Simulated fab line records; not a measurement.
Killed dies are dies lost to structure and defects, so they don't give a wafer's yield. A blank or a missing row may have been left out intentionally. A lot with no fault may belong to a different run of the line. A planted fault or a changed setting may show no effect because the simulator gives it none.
Split-lot study ; flow sky130 ; 23 wafers read across 5 lots, on a route 708 steps long

== THE SPLIT ITSELF ==
At SKY_METAL2_COAT_10 (resist thk 450 nm), the setting resist thk nm was moved away from the recipe's 450 nm on 9 of the 23 wafers read, by -5.7% to +3.3%. This setting was run at the recipe's value on the other wafers.

The reading is taken at the split's own step.

== THE READING ==
KrF-thick_of_METAL2_COAT_10.thk nm (the simulator's own value, which no gauge read), in nm, at SKY_METAL2_COAT_10 (resist thk 450 nm). The file gives no usual value for it. Across the 14 wafers here that went through the recipe, the average is 449.6 nm and the standard deviation 1.5 nm.

wafer;tool, chamber at the split;resist thk nm as run, nm;against the recipe;KrF-thick_of_METAL2_COAT_10.thk nm, nm;against lot-mates on the recipe
L077.2;litho track-01, 0;450;recipe;451.8;-
L077.3;litho track-01, 0;450;recipe;450.2;-
L077.5;litho track-01, 0;450;recipe;451;-
L080.1;litho track-04, 0;450;recipe;447.6;-
L080.2;litho track-04, 0;450;recipe;448.2;-
L080.3;litho track-04, 0;424.5;-5.7%;422.8;-25.2
L080.5;litho track-04, 0;424.5;-5.7%;423;-25.0
L080.6;litho track-04, 0;450;recipe;448.1;-
L081.1;litho track-04, 0;450;recipe;448;-
L081.2;litho track-04, 0;450;recipe;448.1;-
L081.3;litho track-04, 0;450;recipe;448.6;-
L081.4;litho track-04, 0;464.9;+3.3%;464.4;+16.2
L081.5;litho track-04, 0;464.9;+3.3%;463.7;+15.5
L082.2;litho track-04, 0;450;recipe;449.1;-
L082.3;litho track-04, 0;427.3;-5.0%;426.8;-23.1
L082.4;litho track-04, 0;450;recipe;449.7;-
L082.5;litho track-04, 0;450;recipe;450.9;-
L082.6;litho track-04, 0;427.3;-5.0%;427.9;-22.0
L084.1;litho track-01, 0;429.3;-4.6%;430.5;-20.9
L084.2;litho track-01, 0;450;recipe;451.8;-
L084.4;litho track-01, 0;450;recipe;450.9;-
L084.5;litho track-01, 0;429.3;-4.6%;431;-20.4
L084.6;litho track-01, 0;429.3;-4.6%;429.1;-22.2

FIT RESULTS
A straight line over all 23 wafers: KrF-thick_of_METAL2_COAT_10.thk nm changes by +4.44 nm for each +1% of resist thk nm; r = +0.99; the points scatter about the line by 1.4 nm.
The same after taking each lot's own level away (the mean of its wafers on the recipe; 23 wafers): +4.55 nm for each +1%; r = +1.00; scatter 0.65 nm.
That fit puts the effect of the largest move of resist thk nm on the reading at 26 nm.
From 447.97 to 451.35 nm: that is the span of the lots' own levels, equal to 2.3 times the standard deviation above.
The two slopes agree, so the slope changes little with the lot-to-lot level.
Check: with one of the wafers moved furthest among these (-5.7%) left out of the fit, the line predicts -25.7 nm for it against its lot-mates. It came out at -25.2 nm against them.

== OTHER SPLITS ON THESE WAFERS ==
These wafers also went through other splits before the reading. Each is held against what the fit with the lots' levels taken away leaves over:
other split on the same wafers;wafers away from the commonest value;r with KrF-thick_of_METAL2_COAT_10.thk nm (lot level and that fit taken away)
SKY_CONTACT_ETCH_18 bias w;8;+0.27
SKY_CONTACT_CVD_24 pressure torr;15;+0.12
SKY_METAL1_COAT_09 resist thk nm;9;+0.07
SKY_METAL1_DEVELOP_14 dev temp c;8;-0.15
SKY_VIA1_CMP_02 leave above ref nm;11;+0.26
SKY_VIA1_COAT_06 resist thk nm;8;+0.16

== THE FILE'S OWN FIT ==
KrF-thick_of_METAL2_COAT_10.thk nm changes by +4.52 nm for each +1% of resist thk nm, r = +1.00.
